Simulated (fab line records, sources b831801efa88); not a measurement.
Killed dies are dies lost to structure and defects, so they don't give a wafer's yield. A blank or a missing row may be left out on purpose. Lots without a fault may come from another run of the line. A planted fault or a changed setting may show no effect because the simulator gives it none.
Problem report in the 8D (eight disciplines) form, filled by code | flow sky130 | the parts of the form that need people (team, actions taken, sign-off) are left out

1. THE PROBLEM
VT_ADJUST_HVTR_OVL at SKY_VT_ADJUST_HVTR_OVL_MEAS_08 reads a mean of 152.9 nm on 9 wafers of 3 lots; wafers without a fault read 1.4 nm with a standard deviation of 1.4. That is +99 or more standard deviations from the usual mean.
First seen on wafer L876.3, day 14 01:31, on overlay-01. The record holds 42 wafers of 14 lots with a number at this step. Rule for "out", or "out of limits": more than 4 standard deviations from the usual mean. The other wafers with a number count as sound.

2. WHAT IT IS AND WHAT IT IS NOT
question                    | is                     | is not
which readings at this step | VT_ADJUST_HVTR_OVL     | -
which lots                  | L876, L877, L878       | L862, L864, L865, L866, L868, L869, L870, L871, L872, L874, L883
which wafers of those lots  | all that have a number | -
read on which gauges        | overlay-01, overlay-02 | -
when                        | from day 14 01:31      | up to then (30 sound wafers); but 3 sound wafers of L883 came after

3. SUSPECTS, AND WHAT RULES EACH OUT
Counting: a tool at a process step up to the reading stays a suspect if it ran every lot that is out and no sound lot after the first of them.
- the gauge at SKY_VT_ADJUST_HVTR_OVL_MEAS_08: ruled out. The wafers that are out were read on 2 gauges (overlay-01, overlay-02).
- iline_stepper-01 at SKY_VT_ADJUST_HVTR_EXPOSE_04 (exposes mask HVTRM, target cd 380 nm): kept. It ran every lot that is out, first L876 (day 13 13:21), and no sound lot after that; its last sound lot up to then is L872 (day 12 12:13).
Left after counting: iline_stepper-01 at SKY_VT_ADJUST_HVTR_EXPOSE_04.

4. THE CAUSE (what the simulator had put in)
Scanner matching overlay: iline_stepper-01, from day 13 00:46 on, at SKY_VT_ADJUST_HVTR_EXPOSE_04. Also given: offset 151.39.
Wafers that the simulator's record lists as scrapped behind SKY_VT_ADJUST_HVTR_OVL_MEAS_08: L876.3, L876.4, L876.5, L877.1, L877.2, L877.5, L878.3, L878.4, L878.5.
Counting left only this tool.

5. THE CHAIN OF EFFECTS, in route order
Each row: a reading whose mean over the struck wafers that have a number lies more than 3 standard deviations from the usual. Only readings for which the record gives a usual standard deviation are gone through. hours: the time from each lot's start at the first step in this table that gives one to its start at this step, as a median over the lots. sigmas: the change in usual standard deviations.
hours | step                           | reading            | usual  | on struck wafers | change | sigmas
0     | SKY_VT_ADJUST_HVTR_OVL_MEAS_08 | VT_ADJUST_HVTR_OVL | 1.4 nm | 152.9            | +151.5 | +99 or more

6. WHAT WOULD HAVE CAUGHT IT SOONER
In this record the first reading out of limits at a measuring or inspecting step was taken at day 14 01:31, 25 hours after the fault began at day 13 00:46.
Of the tool readings at SKY_VT_ADJUST_HVTR_EXPOSE_04 for which the record gives a usual standard deviation, none was out on any struck wafer, so an alarm limit of 4 standard deviations on them would not have fired.
Of the lots that are out (3), L877, L878 began SKY_VT_ADJUST_HVTR_EXPOSE_04 on iline_stepper-01 after day 14 01:31. A hold on the tool at that time would have spared those 2.
